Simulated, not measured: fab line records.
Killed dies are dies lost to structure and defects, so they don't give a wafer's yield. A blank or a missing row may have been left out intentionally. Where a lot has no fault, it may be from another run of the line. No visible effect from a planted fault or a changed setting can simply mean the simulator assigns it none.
One fault through the eyes of 2 desks	flow gf180mcu	each desk holds nothing but its own numbers, with what lay behind them at the end

## METROLOGY DESK
What the gauges read for every lot (on any tool): the sampled wafers with a number, averaged. A lot is out of limits, marked OUT, if its mean lies more than 4 standard deviations from the usual mean; the brackets give that distance.
Columns: A = MVPSD_RS at GF_VT_IMPLANT_RS_MEAS_49, usual 1169.2 ohm/sq; B = HV_LDD_TW at GF_HV_LDD_TW_MEAS_11, usual 2432; C = HV_LDD_RS at GF_HV_LDD_RS_MEAS_53, usual 418.4 ohm/sq
lot	first seen here	A	B	C
L835	day 8 01:00	1171.5	2423	417.2
L836	day 8 06:36	1175.2	2430	419.4
L837	day 8 13:21	1166.8	2439	417.0
L838	day 8 20:08	1167.0	2443	419.1
L840	day 9 10:38	1166.7	2422	418.5
L842	day 10 03:16	1168.7	2434	418.4
L843	day 10 15:33	1167.1	1919 (-53) OUT	566.8 (+99 or more) OUT
L844	day 11 02:26	1171.3	2433	417.9
L845	day 11 04:01	1168.6	1935 (-52) OUT	566.3 (+99 or more) OUT
L849	day 12 02:21	1167.8	2437	418.4
L855	day 13 19:15	1169.2	2433	416.7
L854	day 13 20:16	1169.0	2429	418.4
Finding of this desk: L843, L845 out of limits, first seen on L843 at day 13 07:20 (HV_LDD_TW at GF_HV_LDD_TW_MEAS_11). In limits: L835, L836, L837, L838, L840, L842, L844, L849, L855, L854.

## THE TOOL OWNER'S DESK: implanter-02
The tool's own readings at GF_HV_LDD_IMPLANT_09, given as means over the sampled wafers that have a number, one for each lot that went through this tool. A lot is out of limits, marked OUT, if its mean lies more than 4 standard deviations from the usual mean; the brackets give that distance.
Columns: A = dose_ions_cm2 at GF_HV_LDD_IMPLANT_09, usual 1e+14; B = faraday_current_uA at GF_HV_LDD_IMPLANT_09, usual 563
lot	first seen here	A	B
L835	day 10 12:47	1e+14	559
L836	day 10 19:44	1e+14	565
L838	day 11 08:43	1e+14	557
L842	day 12 17:35	1e+14	561
L843	day 13 07:05	4e+13 (-99 or more) OUT	245 (-29) OUT
L845	day 13 21:53	4e+13 (-99 or more) OUT	248 (-29) OUT
This desk finds L843, L845 out of limits, L843 being first, at day 13 07:05 (dose_ions_cm2 at GF_HV_LDD_IMPLANT_09). In limits: L835, L836, L838, L842.

## PUT TOGETHER
The tool owner's desk had the chance to raise an alarm at day 13 07:05 on L843, L845.
L843, L845 would have let the metrology desk raise an alarm at day 13 07:20.
Of the lots named, all ran GF_HV_LDD_IMPLANT_09 on implanter-02.

## WHAT THE SIMULATOR HAD PUT IN
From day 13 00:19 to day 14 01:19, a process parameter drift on implanter-02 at GF_HV_LDD_IMPLANT_09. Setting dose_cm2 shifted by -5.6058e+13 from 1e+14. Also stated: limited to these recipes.
Shown lots that were struck: L843, L845.
Counting hours from when the fault started, the first reading out of limits came at 7 for the tool owner's desk and at 7 for the metrology desk.
